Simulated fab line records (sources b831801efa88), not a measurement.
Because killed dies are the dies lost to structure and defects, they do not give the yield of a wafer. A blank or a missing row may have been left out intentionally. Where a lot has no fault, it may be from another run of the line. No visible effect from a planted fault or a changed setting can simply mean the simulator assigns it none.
Problem report in the 8D (eight disciplines) form, filled by code ; flow gf180mcu ; the parts of the form that need people (team, actions taken, sign-off) are left out

== 1. WHAT WENT WRONG ==
MIM_CVD_05_THK at GF_MIM_THK_MEAS_06 reads a mean of 38.7 nm on 1 wafer of 1 lot; wafers without a fault read 41.9 nm with a standard deviation of 0.63. Measured from the usual mean, that is -5.1 standard deviations.
First seen on wafer L614.1, day 29 00:10, on filmMetro-01. The record holds 36 wafers of 12 lots with a number at this step. By rule, "out" or "out of limits" means more than 4 standard deviations away from the usual mean. Any other wafer with a number is counted as sound.

== 2. WHAT IT IS, WHAT IT ISN'T ==
question;is;is not
which readings at this step;MIM_CVD_05_THK;-
which lots;L614;L600, L604, L605, L606, L611, L613, L616, L618, L619, L620, L622
which wafers of those lots;L614.1;L614.2, L614.4
read on which gauges;filmMetro-01;filmMetro-02, filmMetro-04
when;from day 29 00:10;"up to then (20 sound wafers); but 15 sound wafers of L616, L618, L619, L620, L622 came after"

== 3. SUSPECTS, AND WHAT RULES EACH OUT ==
Counting: any tool at a process step up to the reading remains a suspect provided it ran every lot that is out. Sound lots after the first of them don't rule it out here, since some wafers of a struck lot are sound.
- the gauge at GF_MIM_THK_MEAS_06: kept. All the wafers that are out were read on filmMetro-01, and no step on other tools shows them out.
- pvdSputter-02 at GF_MIM_SPUTTER_00 (material Ti, target thk 37.5 nm, time 150 s): kept. It ran the lot that is out, L614 (day 28 23:55); its last sound lot up to then is L613 (day 28 20:20).
- pvdSputter-02 at GF_MIM_SPUTTER_01 (material TiN, target thk 30 nm, time 25 s): kept. It ran the lot that is out, L614 (day 29 00:01); its last sound lot up to then is L613 (day 28 20:26).
- pecvd-02 at GF_MIM_CVD_05 (deposits Si3N4, target thk 42 nm, time 29.086 s): kept. It ran the lot that is out, L614 (day 29 00:08); its last sound lot up to then is L600 (day 24 04:43).
- The sound lot-mates ran in chamber 0 of pecvd-02 at GF_MIM_CVD_05, but the wafers that are out ran in chamber 2.
Left after counting: pvdSputter-02 at GF_MIM_SPUTTER_00, pvdSputter-02 at GF_MIM_SPUTTER_01, pecvd-02 at GF_MIM_CVD_05, filmMetro-01 at GF_MIM_THK_MEAS_06.

== 4. THE CAUSE (what the simulator had put in) ==
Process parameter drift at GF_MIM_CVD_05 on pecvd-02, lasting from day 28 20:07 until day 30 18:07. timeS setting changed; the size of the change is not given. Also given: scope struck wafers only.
Of the 4 suspects that counting leaves, this tool is one.

== 5. THE CHAIN OF EFFECTS, in route order ==
One row per reading whose mean, taken over the struck wafers that have a number, lies over 3 standard deviations from the usual. Only readings whose record carries a usual standard deviation are examined. hours: median over the lots of the time between each lot's start at the first step of this table that gives one and its start at this step. sigmas: the change, counted in usual standard deviations.
hours;step;reading;usual;on struck wafers;change;sigmas
0;GF_MIM_CVD_05;runLengthS;57.0 s;55.3;-1.7;-3.5
0;GF_MIM_THK_MEAS_06;MIM_CVD_05_THK;41.9 nm;38.7;-3.2;-5.1
It contains these process steps:
- GF_MIM_CVD_05: deposits Si3N4, target thk 42 nm, time 29.086 s.

== 6. HOW IT WOULD HAVE BEEN CAUGHT EARLIER ==
Counted from the fault's start at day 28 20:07, it took 4 hours until the first out-of-limits reading at a measuring or inspecting step in this record, taken at day 29 00:10.
Tool readings at GF_MIM_CVD_05 with a usual standard deviation given in the record: none out on any struck wafer, hence no alarm at a limit of 4 standard deviations on them.
Lots out: 1; all had begun GF_MIM_CVD_05 on pecvd-02 by day 29 00:10. None of them would have been spared by holding the tool at that moment.
